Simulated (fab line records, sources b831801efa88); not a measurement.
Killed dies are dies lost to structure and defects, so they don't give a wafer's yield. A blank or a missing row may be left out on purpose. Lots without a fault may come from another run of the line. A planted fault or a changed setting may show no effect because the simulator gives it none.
A struck lot beside a sound one | flow sky130 | 22 steps out of a route of 708
Sound: wafers L343.1, L343.4, L343.5. Struck: wafers L353.3, L353.5, L353.6. The cause comes at the end.
At each step with rows: each side's tool, then ch and its chambers, then its first start. Under that, the readings that differ: sound wafers | struck wafers | difference of the means | sigmas: that difference in standard deviations of wafers without a fault.
alike: readings whose means differ by less than 2 such deviations, and words and numbers that are the same on both sides. not compared: withheld readings, readings that some wafer has no value for, bounds like >300 that may hide the same value, and numbers for which the record gives no deviation and whose values overlap.
The two part at a step that has a row with sigmas, a row that says differs or no value, or rows on one side only. Numbers that don't overlap but have no deviation are shown without sigmas and don't part them. A reading that every wafer of one side lacks parts them only if that side has two wafers or more.

first, 2 steps without rows for these wafers: SKY_RES_PROTECT_DEVELOP_06 (develop time 60 s); SKY_POLY_GATE_IMPLANT_02.
SKY_RES_PROTECT_STRIP_07: strips in O2/N2.
  sound on plasma_asher-04 ch 0, day 15 12:28; struck on plasma_asher-03 ch 0,1, day 19 09:24
  alike: drypump_motor_current_A, oes_product_au, strip_time_to_endpoint_s
  not compared: rf_hours_counter_h
SKY_RES_PROTECT_TW_MEAS_08:
  sound on film_metro-04, day 15 12:34; struck on film_metro-04, day 19 09:29
  alike: POLY_GATE_TW
then, 2 steps without rows for these wafers: SKY_RES_PROTECT_CLEAN_09 (cleans in SC1/SC2, time 150 s); SKY_POLY_GATE_CVD_03 (deposits Si3N4 from DCS/NH3, target thk 75 nm, time 1290 s).
SKY_POLY_GATE_THK_MEAS_04:
  sound on film_metro-01, day 15 19:23; struck on film_metro-02, day 19 10:58
  alike: POLY_GATE_CVD_03_THK
then, 5 steps without rows for these wafers: SKY_POLY_GATE_DEHYDRATE_05 (time 60 s); SKY_POLY_GATE_HMDS_06 (prime time 60 s); SKY_POLY_GATE_COAT_07 (resist thk 110 nm); SKY_POLY_GATE_COAT_08 (resist thk 450 nm); SKY_POLY_GATE_SOFTBAKE_09 (time 90 s).
SKY_POLY_GATE_EXPOSE_10: exposes mask P1M, target cd 150 nm.
  sound on krf_scanner-02 ch 0, day 16 08:56; struck on krf_scanner-02 ch 0, day 20 02:55
  reading | sound             | struck                     | difference | sigmas
  mask    | P1M#0 P1M#0 P1M#0 | P1M_R1#0 P1M_R1#0 P1M_R1#0 | differs    |
then, 2 steps without rows for these wafers: SKY_POLY_GATE_PEB_11; SKY_POLY_GATE_DEVELOP_12 (develop time 60 s).
SKY_POLY_GATE_CD_MEAS_13: target cd 150 nm.
  sound on cd_sem-01, day 16 23:10; struck on cd_sem-02, day 20 17:35
  reading    | sound             | struck            | difference | sigmas
  cd_nm (nm) | 151.0 149.0 149.3 | 170.1 171.8 171.3 | +21.3      | +14
  not compared: hold
SKY_POLY_GATE_OVL_MEAS_14:
  sound on overlay-01, day 16 23:17; struck on overlay-02, day 20 19:15
  reading | sound | struck                                                                     | difference                   | sigmas
  hold    | - - - | await_dispo/1.6h/release await_dispo/1.6h/release await_dispo/1.6h/release | no value on the sound wafers |
  alike: POLY_GATE_OVL
SKY_POLY_GATE_ETCH_15: etches BARC in N2/H2, stops on SiO2, time 118.5 s, target depth 110 nm.
  sound on rie_diel-03 ch 0,1, day 16 23:19; struck on rie_diel-01 ch 0,3, day 20 19:16
  reading                    | sound             | struck            | difference | sigmas
  model.POLY_GATE.cd_nm (nm) | 153.6 150.3 150.2 | 170.6 171.3 171.4 | +19.7      |
  alike: drypump_motor_current_A, oes_product_au, throttle_valve_pct
  not compared: rf_hours_counter_h
SKY_POLY_GATE_ETCH_16: etches Si3N4 in CH3F/O2, stops on poly-Si, time 147.5 s, target depth 75 nm.
  sound on rie_diel-03 ch 0,1, day 16 23:24; struck on rie_diel-01 ch 0,3, day 20 19:21
  alike: drypump_motor_current_A, oes_product_au, throttle_valve_pct
  not compared: rf_hours_counter_h
SKY_POLY_GATE_ETCH_17: etches poly-Si in HBr/Cl2, stops on SiO2, target depth 180 nm, time 70.5 s.
  sound on rie_si-01 ch 0,2,3, day 16 23:29; struck on rie_si-01 ch 0,1, day 20 19:27
  reading                    | sound           | struck            | difference | sigmas
  model.POLY_GATE.cd_nm (nm) | 154.3 150.4 151 | 171.6 172.4 171.6 | +20.0      |
  alike: drypump_motor_current_A, oes_product_au, throttle_valve_pct
  not compared: rf_hours_counter_h
SKY_POLY_GATE_STRIP_18: strips in O2/N2.
  sound on plasma_asher-02 ch 0, day 16 23:33; struck on plasma_asher-01 ch 0,1, day 20 19:33
  alike: drypump_motor_current_A, oes_product_au, strip_time_to_endpoint_s
  not compared: rf_hours_counter_h
-- the record jumps here: 28 days lie between the struck wafers' starts before and after (it left off in module POLY_GATE and takes up again in module PAD_OPEN, whose first step shown is number 708 of the route) --
SKY_PAD_OPEN_PROBE_99:
  sound on prober-02, day 46 12:32; struck on prober-02, day 49 02:58
  reading             | sound    | struck                                                                     | difference                   | sigmas
  hold                | - - -    | await_dispo/3.1h/release await_dispo/3.1h/release await_dispo/3.1h/release | no value on the sound wafers |
  killed_at_front_end | 16 11 16 | 85 72 73                                                                   | +62                          | +14
  killed_dies         | 88 88 73 | 166 145 154                                                                | +72                          | +7
  alike: killed_at_M0_to_M3, killed_at_M4_up, killed_at_contacts, killed_at_other, killed_open, killed_short

WHERE THEY PART
First at SKY_POLY_GATE_EXPOSE_10; last, within this record, at SKY_PAD_OPEN_PROBE_99.

WHY: what the simulator had put in
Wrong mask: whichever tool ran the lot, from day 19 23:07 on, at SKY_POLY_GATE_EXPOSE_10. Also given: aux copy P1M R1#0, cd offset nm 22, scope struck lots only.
